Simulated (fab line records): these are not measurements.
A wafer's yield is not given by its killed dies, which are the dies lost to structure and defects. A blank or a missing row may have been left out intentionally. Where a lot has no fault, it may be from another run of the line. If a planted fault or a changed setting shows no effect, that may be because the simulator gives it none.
Code-filled problem report in 8D (eight disciplines) form ; flow sky130 ; the parts of the form that need people (team, actions taken, sign-off) are left out

## 1. PROBLEM STATEMENT
LDD_LDN_OVL at SKY_LDD_LDN_OVL_MEAS_07 reads a mean of -52.6 nm on 12 wafers of 4 lots; wafers without a fault read 1.5 nm with a standard deviation of 1.1. That puts it -49 standard deviations away from the usual mean.
First seen on wafer L147.2, day 24 08:19, on overlay-01. The record has a number at this step for 39 wafers belonging to 13 lots. Rule for "out" (also "out of limits"): further than 4 standard deviations from the usual mean. The rest of the wafers with a number are treated as sound.

## 2. WHAT IT IS; WHAT IT IS NOT
question;is;is not
which readings at this step;LDD_LDN_OVL;-
which lots;L147, L148, L151, L154;L143, L144, L145, L149, L155, L157, L160, L161, L166
which wafers of those lots;all that have a number;-
read on which gauges;overlay-01, overlay-02;-
when;from day 24 08:19;"up to then (9 sound wafers); but 18 sound wafers of L149, L155, L157, L160, L161, L166 came after"

## 3. WHAT RULES OUT EACH SUSPECT
Counting: a tool at a process step up to the reading stays a suspect if it ran every lot that is out and no sound lot after the first of them.
- the gauge at SKY_LDD_LDN_OVL_MEAS_07 has been ruled out. The wafers that are out were read on 2 gauges (overlay-01, overlay-02).
- iline_stepper-02 at SKY_LDD_LDN_EXPOSE_04 (exposes mask LDNTM, target cd 700 nm): kept. It processed each lot that is out, first L147 at day 23 16:59, and no sound lot thereafter; up to then, the last sound lot it processed was L145 at day 23 06:47.
The count leaves iline_stepper-02 at SKY_LDD_LDN_EXPOSE_04.

## 4. THE CAUSE (what the simulator had put in)
Scanner matching overlay: iline_stepper-02, from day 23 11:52 on, at SKY_LDD_LDN_EXPOSE_04. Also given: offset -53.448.
Only this tool survived the counting.

## 5. SEQUENCE OF EFFECTS, ordered by route
Each row: a reading where the mean over the struck wafers with a number is more than 3 standard deviations away from the usual. Only readings for which the record gives a usual standard deviation are gone through. hours: the time from each lot's start at the first step in this table that gives one to its start at this step, as a median over the lots. sigmas: the change in usual standard deviations.
hours;step;reading;usual;on struck wafers;change;sigmas
0;SKY_LDD_LDN_OVL_MEAS_07;LDD_LDN_OVL;1.5 nm;-52.6;-54.1;-49
Later measuring or inspecting steps at which every struck wafer that the step has a row for has a number for every such reading, and none has moved that far: SKY_SD_P_OVL_MEAS_08, SKY_SD_N_OVL_MEAS_08.

## 6. HOW IT WOULD HAVE BEEN CAUGHT EARLIER
The first out-of-limits reading at a measuring or inspecting step in this record came at day 24 08:19, 20 hours after the fault's start at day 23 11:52.
No tool reading at SKY_LDD_LDN_EXPOSE_04 that has a usual standard deviation in the record was out on any struck wafer, so an alarm limit of 4 standard deviations on those readings would not have fired.
Of the lots that are out (4), L148, L151, L154 began SKY_LDD_LDN_EXPOSE_04 on iline_stepper-02 after day 24 08:19. A hold on the tool at that time would have spared those 3.
